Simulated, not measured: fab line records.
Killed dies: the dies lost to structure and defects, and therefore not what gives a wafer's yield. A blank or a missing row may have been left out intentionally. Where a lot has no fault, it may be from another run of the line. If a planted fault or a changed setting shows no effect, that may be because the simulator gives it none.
Chamber matching / flow gf180mcu / rie diel-01 running GF_V5_ETCH_16: 4 sister chambers
The step etches BARC in N2/H2. 8 wafers are shown with their chamber, then 7 later ones without.

## WAFERS PAIRED WITH THEIR CHAMBERS
wafer=L822.6; chamber=1; drypump motor current A (A)=5.5; oes product au (a.u.)=0.859
wafer=L825.3; chamber=2; drypump motor current A (A)=5.8; oes product au (a.u.)=0.849
wafer=L825.4; chamber=1; drypump motor current A (A)=5.4; oes product au (a.u.)=0.851
wafer=L828.1; chamber=3; drypump motor current A (A)=5.6; oes product au (a.u.)=0.852
wafer=L828.2; chamber=0; drypump motor current A (A)=6.3; oes product au (a.u.)=0.851
wafer=L828.4; chamber=2; drypump motor current A (A)=5.8; oes product au (a.u.)=0.860
wafer=L832.2; chamber=0; drypump motor current A (A)=6.3; oes product au (a.u.)=0.859
wafer=L832.4; chamber=3; drypump motor current A (A)=5.6; oes product au (a.u.)=0.853

## WAFERS WITH NO CHAMBER GIVEN
wafer=L832.6; drypump motor current A (A)=5.8; oes product au (a.u.)=0.864
wafer=L837.1; drypump motor current A (A)=5.6; oes product au (a.u.)=0.852
wafer=L837.5; drypump motor current A (A)=5.8; oes product au (a.u.)=0.856
wafer=L837.6; drypump motor current A (A)=5.6; oes product au (a.u.)=0.846
wafer=L839.2; drypump motor current A (A)=5.8; oes product au (a.u.)=0.848
wafer=L839.3; drypump motor current A (A)=5.5; oes product au (a.u.)=0.859
wafer=L839.6; drypump motor current A (A)=6.3; oes product au (a.u.)=0.860

## CHAMBER TAKEN BY EACH
wafer=L832.6; from the rows above=2; in truth=2
wafer=L837.1; from the rows above=3; in truth=3
wafer=L837.5; from the rows above=2; in truth=2
wafer=L837.6; from the rows above=3; in truth=3
wafer=L839.2; from the rows above=2; in truth=2
wafer=L839.3; from the rows above=can't be placed: 1 or 3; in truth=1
wafer=L839.6; from the rows above=0; in truth=0
Placed correctly: 6 of 7. Unplaceable from these rows: 1, with the true chamber sitting among the candidates in 1. Placed wrongly: 0.
How it was worked out, from the rows above alone: a wafer's distance from a chamber is the root of the sum, over the readings, of the square of ((its reading less the chamber's mean) divided by the reading's scatter). If the next closest chamber is less than 2 further off than the closest, the wafer can't be placed; otherwise it belongs to the closest. For every chamber, the mean is computed from those of its wafers that are shown. How the scatter is found: for the shown wafers, subtract from each reading the mean of its chamber, square and add these, divide the total by (wafers less chambers), then take the root.
